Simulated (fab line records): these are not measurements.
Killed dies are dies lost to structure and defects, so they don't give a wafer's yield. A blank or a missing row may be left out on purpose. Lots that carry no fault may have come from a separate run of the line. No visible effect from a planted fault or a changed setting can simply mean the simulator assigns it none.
fab line records ; flow gf180mcu
[record] lots = 13; wafers = 39; lastDay = 33
route steps=602 shown HV_LDD@228 NSD@246 PSD@258 SAB@273
lots that met no fault: taken from a fault-free run of the same line
startH: start of the lot's first displayed wafer, in hours after the record's first day ; waitH: hours elapsed since this lot's preceding step ; " repeats the value in the row above ; L1.1+2: a single row standing in for several wafers ; - either no value or no given start ; * or withheld: withheld ; < > ~ a bound
route shown NAME@n: names a module that has steps shown in the file, with the first one's number in the route ; usual: mean/standard deviation of fault-free wafers ; same: alike in all rows ; chamber/n: place in a boat ; sites: each site's reading ; _std_site: their standard deviation ; _edge_site: outer sites' mean less inner sites' ; radiusMm: for every site, how far away it sits from the centre of the wafer ; mask NAME#n: copy n ; behind: the most recent tool/chamber to have shaped the wafer ; hold: cause of the lot's hold/its duration in hours/its outcome ; device: transistor that didn't switch, given as n, p or np ; end of line: tests of these same wafers at the route's end ; for a step that has no rows: nothing shown but its recipe ; killed: dies that structure and defects cost at the first sort, which is not the same as the wafer's yield ; map: dies across one wafer; x = killed, . = not, _ = none there
set.NAME: the setting the step ran with; set.NAME@STEP: the setting that earlier step ran with ; model.NAME: the simulator's own value behind a step, which no gauge read
a sample of lots followed through the steps of the route, with each step as a table and each wafer as a row
services: the hour from which a tool's chamber was out of use, counted from the record's first day as startH (under 0 if before that day), plus the number of hours and why
[[steps]]
[step GF_HV_LDD_RTA_52]
[recipe] tempC = 1000; timeS = 10; ambient = N2
[usual] lampPowerPct = 34/3.4; wafer_temp_C_max = 1006.8/1.8
lot.wafer;tool;chamber;startH;waitH;lampPowerPct;wafer_temp_C_max
L688.2;rtpAnneal-02;0;273.01;0.0;29;1004.4
L688.4;rtpAnneal-02;0;273.01;0.0;29;1005.5
L688.6;rtpAnneal-02;0;273.01;0.0;29;1004.8
L690.1;rtpAnneal-01;0;289.65;0.0;36;1007.8
L690.4;rtpAnneal-01;0;289.65;0.0;36;1009.1
L690.5;rtpAnneal-01;0;289.65;0.0;36;1010.2
L691.3;rtpAnneal-01;0;298.52;0.0;36;1007.5
L691.5;rtpAnneal-01;0;298.52;0.0;36;1004.8
L691.6;rtpAnneal-01;0;298.52;0.0;36;1006.0
L693.1;rtpAnneal-01;0;314.90;0.0;36;1004.7
L693.3;rtpAnneal-01;0;314.90;0.0;36;1007.6
L693.6;rtpAnneal-01;0;314.90;0.0;36;1012.7
L694.3;rtpAnneal-02;0;318.61;0.0;29;1004.6
L694.4;rtpAnneal-02;0;318.61;0.0;29;1006.0
L694.6;rtpAnneal-02;0;318.61;0.0;29;1005.9
L695.1;rtpAnneal-01;0;333.70;0.0;36;1007.4
L695.2;rtpAnneal-01;0;333.70;0.0;36;1006.3
L695.3;rtpAnneal-01;0;333.70;0.0;36;1007.1
L697.3;rtpAnneal-01;0;346.76;0.0;36;1007.3
L697.4;rtpAnneal-01;0;346.76;0.0;36;1011.4
L697.5;rtpAnneal-01;0;346.76;0.0;36;1009.7
L702.1;rtpAnneal-01;0;388.64;0.0;36;1006.9
L702.3;rtpAnneal-01;0;388.64;0.0;36;1007.0
L702.4;rtpAnneal-01;0;388.64;0.0;36;1007.5
L704.3;rtpAnneal-01;0;399.77;0.0;36;1007.9
L704.4;rtpAnneal-01;0;399.77;0.0;36;1010.0
L704.6;rtpAnneal-01;0;399.77;0.0;36;1008.5
L705.2;rtpAnneal-02;0;408.55;0.0;29;1006.8
L705.4;rtpAnneal-02;0;408.55;0.0;29;1006.6
L705.6;rtpAnneal-02;0;408.55;0.0;29;1007.0
L706.1;rtpAnneal-01;0;415.13;0.0;36;1008.2
L706.2;rtpAnneal-01;0;415.13;0.0;36;1010.1
L706.4;rtpAnneal-01;0;415.13;0.0;36;1006.8
L707.1;rtpAnneal-01;0;426.44;0.0;36;1009.8
L707.3;rtpAnneal-01;0;426.44;0.0;36;1006.6
L707.4;rtpAnneal-01;0;426.44;0.0;36;1006.1
L708.1;rtpAnneal-01;0;436.44;0.0;36;1008.0
L708.3;rtpAnneal-01;0;436.44;0.0;36;1006.3
L708.6;rtpAnneal-01;0;436.44;0.0;36;1006.8
[step GF_NSD_STRIP_11]
[recipe] chemistry = O2/N2; powerW = 1400; pressureMtorr = 1500; platenTempC = 250; o2FlowSccm = 3000; n2FlowSccm = 300; overashFraction = 0.5
[usual] chamberPressureMTorr = 1500.1/1.4; drypumpMotorCurrentA = 5.8/0.48; heaterPowerW = 334/27; oesProductAu = 0.487/0.0044; overashFraction = 0.5/0; stripTimeToEndpointS = 22.97/0.039
lot.wafer;tool;chamber;startH;waitH;chamberPressureMTorr;drypumpMotorCurrentA;heaterPowerW;oesProductAu;overashFraction;rfHoursCounterH;stripTimeToEndpointS
L688.2;plasmaAsher-01;0;295.88;0.1;1502.3;5.8;300;0.486;0.5;19;22.93
L688.4;plasmaAsher-01;0;295.88;0.1;1501.4;5.8;300;0.489;0.5;-;22.92
L688.6;plasmaAsher-01;1;295.88;0.1;1500.7;6.0;339;0.487;0.5;-;22.91
L690.1;plasmaAsher-04;0;313.23;0.1;1500.3;5.4;348;0.487;0.5;70;22.97
L690.4;plasmaAsher-04;1;313.23;0.1;1499.6;5.4;363;0.483;0.5;-;23.05
L690.5;plasmaAsher-04;0;313.23;0.1;1501.0;5.3;351;0.485;0.5;-;22.97
L691.3;plasmaAsher-03;1;323.49;0.1;1501.2;5.3;367;0.482;0.5;-;22.92
L691.5;plasmaAsher-03;0;323.49;0.1;1500.8;6.6;315;0.488;0.5;-;22.91
L691.6;plasmaAsher-03;1;323.49;0.1;1501.0;5.4;358;0.479;0.5;-;22.96
L693.1;plasmaAsher-01;0;338.53;0.1;1500.7;5.8;304;0.489;0.5;23;22.97
L693.3;plasmaAsher-01;0;338.53;0.1;1500.7;5.8;304;0.488;0.5;-;22.97
L693.6;plasmaAsher-01;1;338.53;0.1;1500.6;6.0;349;0.489;0.5;-;22.97
L694.3;plasmaAsher-04;1;343.27;0.1;1498.4;5.3;370;0.477;0.5;-;23.01
L694.4;plasmaAsher-04;0;343.27;0.1;1499.7;5.3;348;0.489;0.5;-;23.00
L694.6;plasmaAsher-04;0;343.27;0.1;1502.1;5.3;340;0.486;0.5;-;22.97
L695.1;plasmaAsher-01;0;358.19;0.1;1499.4;5.8;308;0.490;0.5;25;22.94
L695.2;plasmaAsher-01;1;358.19;0.1;1499.1;6.0;349;0.486;0.5;25;22.92
L695.3;plasmaAsher-01;0;358.19;0.1;1500.0;5.9;302;0.489;0.5;-;23.00
L697.3;plasmaAsher-03;1;371.76;0.1;1498.1;5.3;359;0.484;0.5;-;23.02
L697.4;plasmaAsher-03;0;371.76;0.1;1498.6;6.6;304;0.487;0.5;-;22.98
L697.5;plasmaAsher-03;0;371.76;0.1;1501.3;6.6;300;0.484;0.5;-;23.01
L702.1;plasmaAsher-03;1;415.43;0.1;-;-;-;-;-;-;-
L702.3;plasmaAsher-03;0;415.43;0.1;-;-;-;-;-;-;-
L702.4;plasmaAsher-03;1;415.43;0.1;-;-;-;-;-;-;-
L704.3;plasmaAsher-03;1;426.16;0.1;1499.6;5.4;365;0.485;0.5;-;23.00
L704.4;plasmaAsher-03;0;426.16;0.1;1499.7;6.5;302;0.491;0.5;-;23.02
L704.6;plasmaAsher-03;1;426.16;0.1;1500.2;5.4;357;0.486;0.5;-;23.00
L705.2;plasmaAsher-03;1;435.74;0.1;1500.8;5.4;370;0.492;0.5;82;22.98
L705.4;plasmaAsher-03;0;435.74;0.1;1500.5;6.5;303;0.491;0.5;-;22.97
L705.6;plasmaAsher-03;1;435.74;0.1;1501.4;5.4;356;0.484;0.5;-;22.99
L706.1;plasmaAsher-03;1;442.94;0.1;1501.6;5.4;362;0.495;0.5;83;22.93
L706.2;plasmaAsher-03;0;442.94;0.1;1496.6;6.6;297;0.498;0.5;83;22.99
L706.4;plasmaAsher-03;0;442.94;0.1;1499.1;6.6;299;0.489;0.5;-;22.97
L707.1;plasmaAsher-01;1;453.73;0.1;1501.4;6.0;347;0.490;0.5;35;23.01
L707.3;plasmaAsher-01;0;453.73;0.1;1498.9;5.8;299;0.492;0.5;-;22.99
L707.4;plasmaAsher-01;1;453.73;0.1;1500.5;6.0;346;0.485;0.5;-;23.01
L708.1;plasmaAsher-03;0;464.67;0.1;1502.2;6.5;296;0.488;0.5;85;22.98
L708.3;plasmaAsher-03;1;464.67;0.1;1500.3;5.4;366;0.486;0.5;-;23.04
L708.6;plasmaAsher-03;1;464.67;0.1;1498.9;5.4;362;0.496;0.5;-;22.97
[step GF_PSD_STRIP_10]
[recipe] chemistry = O2/N2; powerW = 1400; pressureMtorr = 1500; platenTempC = 250; o2FlowSccm = 3000; n2FlowSccm = 300; overashFraction = 0.5
[usual] chamberPressureMTorr = 1500.2/1.3; drypumpMotorCurrentA = 5.7/0.31; heaterPowerW = 332/25; oesProductAu = 0.591/0.005; stripTimeToEndpointS = 16.52/0.038
[same] overashFraction = 0.5
lot.wafer;tool;chamber;startH;waitH;chamberPressureMTorr;drypumpMotorCurrentA;heaterPowerW;oesProductAu;rfHoursCounterH;stripTimeToEndpointS
L688.2;plasmaAsher-01;0;315.69;0.1;1499.6;5.8;307;0.598;20;16.47
L688.4;plasmaAsher-01;1;315.69;0.1;1499.6;6.0;343;0.598;-;16.47
L688.6;plasmaAsher-01;0;315.69;0.1;1496.4;5.8;314;0.595;-;16.47
L690.1;plasmaAsher-01;1;334.04;0.1;1498.7;6.0;341;0.588;22;16.53
L690.4;plasmaAsher-01;0;334.04;0.1;1501.3;5.8;307;0.594;-;16.53
L690.5;plasmaAsher-01;0;334.04;0.1;1499.6;5.8;304;0.598;-;16.55
L691.3;plasmaAsher-02;0;343.92;0.1;1502.3;5.2;337;0.589;-;16.48
L691.5;plasmaAsher-02;0;343.92;0.1;1503.4;5.2;332;0.583;-;16.55
L691.6;plasmaAsher-02;1;343.92;0.1;1499.4;5.2;308;0.600;-;16.53
L693.1;plasmaAsher-01;1;360.64;0.1;1500.9;6.0;344;0.598;25;16.56
L693.3;plasmaAsher-01;1;360.64;0.1;1500.9;6.1;351;0.593;-;16.60
L693.6;plasmaAsher-01;1;360.64;0.1;1501.1;6.0;348;0.589;-;16.61
L694.3;plasmaAsher-01;0;365.36;0.1;1497.6;5.8;301;0.596;-;16.55
L694.4;plasmaAsher-01;1;365.36;0.1;1500.0;6.0;343;0.598;-;16.53
L694.6;plasmaAsher-01;0;365.36;0.1;1500.3;5.8;308;0.592;-;16.56
L695.1;plasmaAsher-04;1;380.34;0.1;1499.4;5.4;370;0.594;77;16.47
L695.2;plasmaAsher-04;0;380.34;0.1;1500.1;5.4;342;0.596;77;16.46
L695.3;plasmaAsher-04;0;380.34;0.1;1500.7;5.4;343;0.583;-;16.49
L697.3;plasmaAsher-04;0;394.46;0.1;1497.7;5.3;341;0.588;-;16.49
L697.4;plasmaAsher-04;1;394.46;0.1;1499.4;5.4;361;0.595;-;16.54
L697.5;plasmaAsher-04;1;394.46;0.1;1501.8;5.3;374;0.596;-;16.55
L702.1;plasmaAsher-01;0;439.59;0.1;1499.4;5.8;306;0.658;33;31.42
L702.3;plasmaAsher-01;0;439.59;0.1;1501.3;5.8;302;0.670;-;31.48
L702.4;plasmaAsher-01;1;439.59;0.1;1498.8;6.0;348;0.652;-;31.50
L704.3;plasmaAsher-01;0;450.62;0.1;1502.3;5.8;309;0.601;-;16.49
L704.4;plasmaAsher-01;1;450.62;0.1;1498.8;6.0;349;0.590;-;16.50
L704.6;plasmaAsher-01;1;450.62;0.1;1501.8;6.0;345;0.585;-;16.48
L705.2;plasmaAsher-01;0;460.92;0.1;1501.9;5.8;306;0.586;35;16.54
L705.4;plasmaAsher-01;0;460.92;0.1;1502.1;5.8;303;0.597;-;16.58
L705.6;plasmaAsher-01;0;460.92;0.1;1499.6;5.8;302;0.588;-;16.57
L706.1;plasmaAsher-01;0;467.72;0.1;1498.1;5.8;294;0.592;36;16.56
L706.2;plasmaAsher-01;1;467.72;0.1;1499.6;6.0;351;0.590;36;16.54
L706.4;plasmaAsher-01;1;467.72;0.1;1500.9;6.0;340;0.594;-;16.56
L707.1;plasmaAsher-01;1;478.67;0.1;1498.1;6.0;338;0.593;37;16.52
L707.3;plasmaAsher-01;0;478.67;0.1;1500.0;5.8;315;0.586;-;16.53
L707.4;plasmaAsher-01;1;478.67;0.1;1498.9;6.0;344;0.597;-;16.52
L708.1;plasmaAsher-01;0;489.02;0.1;1501.5;5.8;308;0.581;38;16.50
L708.3;plasmaAsher-01;0;489.02;0.1;1502.0;5.8;303;0.599;-;16.52
L708.6;plasmaAsher-01;1;489.02;0.1;1502.5;6.0;345;0.594;-;16.49
[step GF_PSD_TW_MEAS_11]
[usual] PSD_TW = 3153/30
lot.wafer;tool;chamber;startH;waitH;PSD_TW
L688.2;filmMetro-04;-;315.80;0.1;3178
L688.4;filmMetro-04;-;315.80;0.1;3179
L688.6;filmMetro-04;-;315.80;0.1;3198
L690.1;filmMetro-03;-;334.14;0.1;3141
L690.4;filmMetro-03;-;334.14;0.1;3148
L690.5;filmMetro-03;-;334.14;0.1;3124
L691.3;filmMetro-03;-;344.01;0.1;3130
L691.5;filmMetro-03;-;344.01;0.1;3138
L691.6;filmMetro-03;-;344.01;0.1;3135
L693.1;filmMetro-03;-;360.74;0.1;3122
L693.3;filmMetro-03;-;360.74;0.1;3135
L693.6;filmMetro-03;-;360.74;0.1;3125
L694.3;filmMetro-01;-;365.45;0.1;3170
L694.4;filmMetro-01;-;365.45;0.1;3170
L694.6;filmMetro-01;-;365.45;0.1;3183
L695.1;filmMetro-03;-;380.44;0.1;3132
L695.2;filmMetro-03;-;380.44;0.1;3145
L695.3;filmMetro-03;-;380.44;0.1;3123
L697.3;filmMetro-04;-;394.54;0.1;3192
L697.4;filmMetro-04;-;394.54;0.1;3185
L697.5;filmMetro-04;-;394.54;0.1;3188
L702.1;filmMetro-04;-;439.69;0.1;30
L702.3;filmMetro-04;-;439.69;0.1;30
L702.4;filmMetro-04;-;439.69;0.1;30
L704.3;filmMetro-03;-;450.71;0.1;3128
L704.4;filmMetro-03;-;450.71;0.1;3106
L704.6;filmMetro-03;-;450.71;0.1;3111
L705.2;filmMetro-01;-;461.03;0.1;3193
L705.4;filmMetro-01;-;461.03;0.1;3187
L705.6;filmMetro-01;-;461.03;0.1;3185
L706.1;filmMetro-03;-;467.82;0.1;3130
L706.2;filmMetro-03;-;467.82;0.1;3126
L706.4;filmMetro-03;-;467.82;0.1;3133
L707.1;filmMetro-03;-;478.77;0.1;3125
L707.3;filmMetro-03;-;478.77;0.1;3129
L707.4;filmMetro-03;-;478.77;0.1;3124
L708.1;filmMetro-03;-;489.12;0.1;3141
L708.3;filmMetro-03;-;489.12;0.1;3117
L708.6;filmMetro-03;-;489.12;0.1;3127
[step GF_PSD_RTA_13]
[recipe] tempC = 1025; timeS = 20; ambient = N2
[usual] lampPowerPct = 34/3.6; wafer_temp_C_max = 1031.4/1.7
lot.wafer;tool;chamber;startH;waitH;lampPowerPct;wafer_temp_C_max
L688.2;rtpAnneal-02;0;315.91;0.0;30;1030.5
L688.4;rtpAnneal-02;0;315.91;0.0;30;1029.9
L688.6;rtpAnneal-02;0;315.91;0.0;30;1030.4
L690.1;rtpAnneal-01;0;334.25;0.0;38;1031.9
L690.4;rtpAnneal-01;0;334.25;0.0;38;1030.8
L690.5;rtpAnneal-01;0;334.25;0.0;38;1032.9
L691.3;rtpAnneal-01;0;344.13;0.0;38;1035.0
L691.5;rtpAnneal-01;0;344.13;0.0;38;1033.6
L691.6;rtpAnneal-01;0;344.13;0.0;38;1031.7
L693.1;rtpAnneal-02;0;360.85;0.0;30;1029.4
L693.3;rtpAnneal-02;0;360.85;0.0;30;1030.7
L693.6;rtpAnneal-02;0;360.85;0.0;30;1031.1
L694.3;rtpAnneal-01;0;365.59;0.1;38;1032.1
L694.4;rtpAnneal-01;0;365.59;0.1;38;1033.6
L694.6;rtpAnneal-01;0;365.59;0.1;38;1034.9
L695.1;rtpAnneal-02;0;380.55;0.0;30;1030.8
L695.2;rtpAnneal-02;0;380.55;0.0;30;1030.2
L695.3;rtpAnneal-02;0;380.55;0.0;30;1029.4
L697.3;rtpAnneal-01;0;394.67;0.0;38;1033.7
L697.4;rtpAnneal-01;0;394.67;0.0;38;1032.0
L697.5;rtpAnneal-01;0;394.67;0.0;38;1031.9
L702.1;rtpAnneal-02;0;439.80;0.0;30;1030.5
L702.3;rtpAnneal-02;0;439.80;0.0;30;1030.1
L702.4;rtpAnneal-02;0;439.80;0.0;30;1029.5
L704.3;rtpAnneal-01;0;450.86;0.0;38;1037.2
L704.4;rtpAnneal-01;0;450.86;0.0;38;1031.3
L704.6;rtpAnneal-01;0;450.86;0.0;38;1033.3
L705.2;rtpAnneal-02;0;461.15;0.0;30;1032.3
L705.4;rtpAnneal-02;0;461.15;0.0;30;1029.5
L705.6;rtpAnneal-02;0;461.15;0.0;30;1029.0
L706.1;rtpAnneal-01;0;467.93;0.0;38;1031.7
L706.2;rtpAnneal-01;0;467.93;0.0;38;1034.1
L706.4;rtpAnneal-01;0;467.93;0.0;38;1031.4
L707.1;rtpAnneal-01;0;478.88;0.0;38;1032.9
L707.3;rtpAnneal-01;0;478.88;0.0;38;1031.8
L707.4;rtpAnneal-01;0;478.88;0.0;38;1032.7
L708.1;rtpAnneal-01;0;489.24;0.0;38;1033.5
L708.3;rtpAnneal-01;0;489.24;0.0;38;1033.5
L708.6;rtpAnneal-01;0;489.24;0.0;38;1031.9
[step GF_SAB_CD_MEAS_09]
[recipe] targetCdNm = 420
[usual] cdNm = 420.5/2.3
lot.wafer;tool;chamber;startH;waitH;cdNm
L688.2;cdSem-01;-;336.65;0.1;418.0
L688.4;cdSem-01;-;336.65;0.1;419.8
L688.6;cdSem-01;-;336.65;0.1;419.7
L690.1;cdSem-02;-;356.23;0.1;419.1
L690.4;cdSem-02;-;356.23;0.1;418.1
L690.5;cdSem-02;-;356.23;0.1;416.6
L691.3;cdSem-02;-;365.77;0.1;418.7
L691.5;cdSem-02;-;365.77;0.1;418.1
L691.6;cdSem-02;-;365.77;0.1;419.7
L693.1;cdSem-02;-;383.58;0.1;420.4
L693.3;cdSem-02;-;383.58;0.1;421.7
L693.6;cdSem-02;-;383.58;0.1;422.1
L694.3;cdSem-01;-;388.27;0.1;417.2
L694.4;cdSem-01;-;388.27;0.1;415.1
L694.6;cdSem-01;-;388.27;0.1;419.0
L695.1;cdSem-02;-;404.23;0.1;417.3
L695.2;cdSem-02;-;404.23;0.1;418.9
L695.3;cdSem-02;-;404.23;0.1;418.3
L697.3;cdSem-02;-;419.47;0.1;423.2
L697.4;cdSem-02;-;419.47;0.1;424.8
L697.5;cdSem-02;-;419.47;0.1;422.9
L702.1;cdSem-01;-;463.48;0.1;422.3
L702.3;cdSem-01;-;463.48;0.1;422.4
L702.4;cdSem-01;-;463.48;0.1;422.4
L704.3;cdSem-01;-;475.42;0.1;425.2
L704.4;cdSem-01;-;475.42;0.1;421.5
L704.6;cdSem-01;-;475.42;0.1;420.8
L705.2;cdSem-02;-;485.29;0.1;417.7
L705.4;cdSem-02;-;485.29;0.1;420.6
L705.6;cdSem-02;-;485.29;0.1;418.1
L706.1;cdSem-01;-;492.78;0.1;419.5
L706.2;cdSem-01;-;492.78;0.1;418.5
L706.4;cdSem-01;-;492.78;0.1;421.6
L707.1;cdSem-01;-;502.08;0.1;421.9
L707.3;cdSem-01;-;502.08;0.1;421.6
L707.4;cdSem-01;-;502.08;0.1;418.5
L708.1;cdSem-01;-;512.78;0.1;420.5
L708.3;cdSem-01;-;512.78;0.1;420.2
L708.6;cdSem-01;-;512.78;0.1;420.4
[[services]]
tool;chamber;startH;hours;kind
plasmaAsher-01;-;279.73;0.6;repair
plasmaAsher-02;-;332.62;8.7;repair
plasmaAsher-01;-;340.70;3.0;repair
rtpAnneal-01;-;410.60;4.0;pm
plasmaAsher-04;-;421.25;9.0;pm
plasmaAsher-04;0;421.25;9.0;ventCycle
plasmaAsher-04;1;421.25;9.0;ventCycle
plasmaAsher-04;0;430.25;-;clean
plasmaAsher-04;1;430.25;-;clean
plasmaAsher-01;-;435.01;2.7;repair
plasmaAsher-01;-;465.64;2.0;repair
plasmaAsher-02;-;472.49;1.0;repair
[[key]]
[firstSign] step = GF_NSD_STRIP_11; reading = toolRecord; direction = missing
[effect] step = GF_PSD_STRIP_10; reading = stripTimeToEndpointS; direction = up; sigmas = 99+; usual = *; struck = *
[effect] step = GF_PSD_TW_MEAS_11; reading = PSD_TW; direction = down; sigmas = 99+; usual = 3153; struck = 30
metAt GF_NSD_STRIP_11
struckLots L702
sortLeftOut L702.1,L702.3,L702.4
testerLeftOut L702
notActingAt GF_HV_LDD_RTA_52,GF_PSD_RTA_13,GF_SAB_CD_MEAS_09
onsetBetween 371.76 415.43
[fault] kind = skippedStepWhole; tool = plasmaAsher-01,plasmaAsher-03; chamber = -; onsetH = 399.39; steps = GF_NSD_STRIP_11; scope = struckLotsOnly
// testerLeftOut: of these lots the tester's yield and bins aren't shown, on N5 and GAA mostly nor the transistor test; their killed dies are dies lost to structure and defects alone, not to doping, threshold or leakage, so they don't give the yield
// sortLeftOut: the simulated sort isn't trusted on such a fault, so these wafers' sort isn't shown, and their yield isn't known
